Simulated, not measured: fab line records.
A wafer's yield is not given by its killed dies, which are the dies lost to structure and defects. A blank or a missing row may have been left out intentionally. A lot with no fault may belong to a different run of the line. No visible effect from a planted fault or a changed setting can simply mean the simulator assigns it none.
Which tool is to blame? ; flow sky130 ; 10 lots with 29 wafers sampled at 5 steps, on a route of 708 steps

## WHAT THE GAUGES SHOWED, per wafer
SKY_SD_N_RS_MEAS_18: measures by four-point-probe.
lot;measured;on;RES_XHIGH_RS (ohm/sq)
L960;day 27 10:35;filmMetro-03;333.3 335.8 334.2
L961;day 28 09:12;filmMetro-01;333.0 333.4 332.9
L962;day 28 09:34;filmMetro-03;333.4 332.9 332.5
L964;day 29 16:35;filmMetro-01;333.9 331.5
L966;day 30 09:51;filmMetro-01;333.9 334.2 333.0
L976;day 33 04:54;filmMetro-03;337.0 337.0 336.9
L977;day 33 14:36;filmMetro-01;332.8 332.4 333.4
L978;day 33 18:00;filmMetro-02;333.8 333.0 334.2
L982;day 35 07:19;filmMetro-02;332.3 331.4 331.0
L983;day 35 09:17;filmMetro-03;334.4 335.1 334.0

SKY_LOCAL_INTERCONNECT_RS_MEAS_01: measures by four-point-probe.
lot;measured;on;LOCAL_INTERCONNECT_TIN_RS (ohm/sq)
L960;day 28 17:08;filmMetro-04;14.19 13.98 14.05
L961;day 29 16:13;filmMetro-04;14.22 14.35 14.16
L962;day 29 16:55;filmMetro-04;14.30 13.93 14.09
L964;day 30 23:17;filmMetro-02;15.71 14.13
L966;day 31 15:09;filmMetro-01;14.47 14.33 16.04
L976;day 34 09:48;filmMetro-04;13.97 13.85 13.87
L977;day 34 19:43;filmMetro-02;14.37 14.26 14.36
L978;day 34 22:43;filmMetro-01;14.05 14.25 13.90
L982;day 36 11:17;filmMetro-01;14.20 14.23 14.02
L983;day 36 13:32;filmMetro-02;13.96 14.25 14.01

SKY_LOCAL_INTERCONNECT_THK_MEAS_02: measures by xrf.
lot;measured;on;LOCAL_INTERCONNECT_TIN_THK (nm)
L960;day 28 17:15;filmMetro-04;99.8 100.6 100.4
L961;day 29 16:20;filmMetro-04;98.6 99.1 99.8
L962;day 29 17:02;filmMetro-04;98.5 101.3 100.4
L964;day 30 23:24;filmMetro-02;90.8 100.5
L966;day 31 15:16;filmMetro-01;97.4 98.5 88.5
L976;day 34 09:55;filmMetro-04;101.8 102.7 102.0
L977;day 34 19:50;filmMetro-02;99.0 99.6 99.1
L978;day 34 22:50;filmMetro-01;101.3 99.2 101.4
L982;day 36 11:23;filmMetro-01;99.3 99.6 100.4
L983;day 36 13:38;filmMetro-02;101.3 99.7 101.2

## WHICH TOOL RAN EACH LOT (tool, then ch and the chambers of the sampled wafers, then the start)
lot;SKY_LI_CONTACT_ETCH_15;SKY_LOCAL_INTERCONNECT_SPUTTER_00
L960;rieDiel-03 ch 1,3, day 28 15:56;pvdSputter-01, day 28 17:03
L961;rieDiel-03 ch 0,1,3, day 29 15:01;pvdSputter-03, day 29 16:10
L962;rieDiel-02 ch 1,2,3, day 29 15:43;pvdSputter-01, day 29 16:51
L964;rieDiel-03 ch 0,3, day 30 22:05;pvdSputter-01, day 30 23:13
L966;rieDiel-01 ch 0,2,3, day 31 13:49;pvdSputter-01, day 31 15:04
L976;rieDiel-01 ch 1,2,3, day 34 08:04;pvdSputter-04, day 34 09:43
L977;rieDiel-01 ch 0,1,3, day 34 18:31;pvdSputter-03, day 34 19:39
L978;rieDiel-02 ch 0,2,3, day 34 21:31;pvdSputter-01, day 34 22:39
L982;rieDiel-02 ch 0,1,3, day 36 10:04;pvdSputter-01, day 36 11:12
L983;rieDiel-03 ch 0,1, day 36 12:19;pvdSputter-01, day 36 13:27
- SKY_LI_CONTACT_ETCH_15: etches PSG in C4F8/O2/Ar, stops on Si, target depth 600 nm.
- SKY_LOCAL_INTERCONNECT_SPUTTER_00: material TiN, target thk 100 nm, time 83.3 s.

## WHAT THE TOOLS THEMSELVES READ (means of the sampled wafers that have a number; where no wafer has one, the mark that the record gives instead)
SKY_LI_CONTACT_ETCH_15.
lot;tool;chamberPressureMTorr (mTorr);oesProductAu (a.u.)
L960;rieDiel-03;40.04;0.840
L961;rieDiel-03;40.04;0.839
L962;rieDiel-02;39.98;0.832
L964;rieDiel-03;40.02;0.837
L966;rieDiel-01;39.99;0.832
L976;rieDiel-01;39.96;0.840
L977;rieDiel-01;39.97;0.837
L978;rieDiel-02;39.99;0.839
L982;rieDiel-02;40.00;0.836
L983;rieDiel-03;40.02;0.838

SKY_LOCAL_INTERCONNECT_SPUTTER_00.
lot;tool;throttleValvePct (%)
L960;pvdSputter-01;28.7
L961;pvdSputter-03;29.1
L962;pvdSputter-01;30.4
L964;pvdSputter-01;29.5
L966;pvdSputter-01;29.4
L976;pvdSputter-04;30.3
L977;pvdSputter-03;30.3
L978;pvdSputter-01;29.5
L982;pvdSputter-01;29.4
L983;pvdSputter-01;29.9

## THE ANSWER, worked out from the rows above alone
Rule: the usual values come from the lots themselves. Put in order of their means at a reading, lots are off if they are a third of the lots or fewer, leave a main group of 4 or more, and stand apart from it by a gap of 3 or more times the standard deviation of the main group's means; of several such gaps the widest counts. The tables above print the reading to a certain number of digits; a main group whose means all agree to those digits is not used. Also off: a lot with no number at a reading for which 4 or more lots have one. All remaining lots with rows at the step are treated as sound. Order of review: gauges by route order, followed by the tools' own readings, for which a lot's mean as printed above is used. The first step at which some lot is off is used, and at that step the reading that is off furthest; a lot without a number counts as furthest.
Off: at SKY_LOCAL_INTERCONNECT_RS_MEAS_01 (LOCAL_INTERCONNECT_TIN_RS), L964, L966. The main group has a mean of 14.12 ohm/sq with a standard deviation of 0.12.
If a tool, at a process step before that reading, ran all the lots that are off and no sound lot after the first of them, it fits. Gauges at SKY_LOCAL_INTERCONNECT_RS_MEAS_01: tried the same way as those tools. No candidate that was tried fits.

## WHAT HAD BEEN PUT IN BY THE SIMULATOR
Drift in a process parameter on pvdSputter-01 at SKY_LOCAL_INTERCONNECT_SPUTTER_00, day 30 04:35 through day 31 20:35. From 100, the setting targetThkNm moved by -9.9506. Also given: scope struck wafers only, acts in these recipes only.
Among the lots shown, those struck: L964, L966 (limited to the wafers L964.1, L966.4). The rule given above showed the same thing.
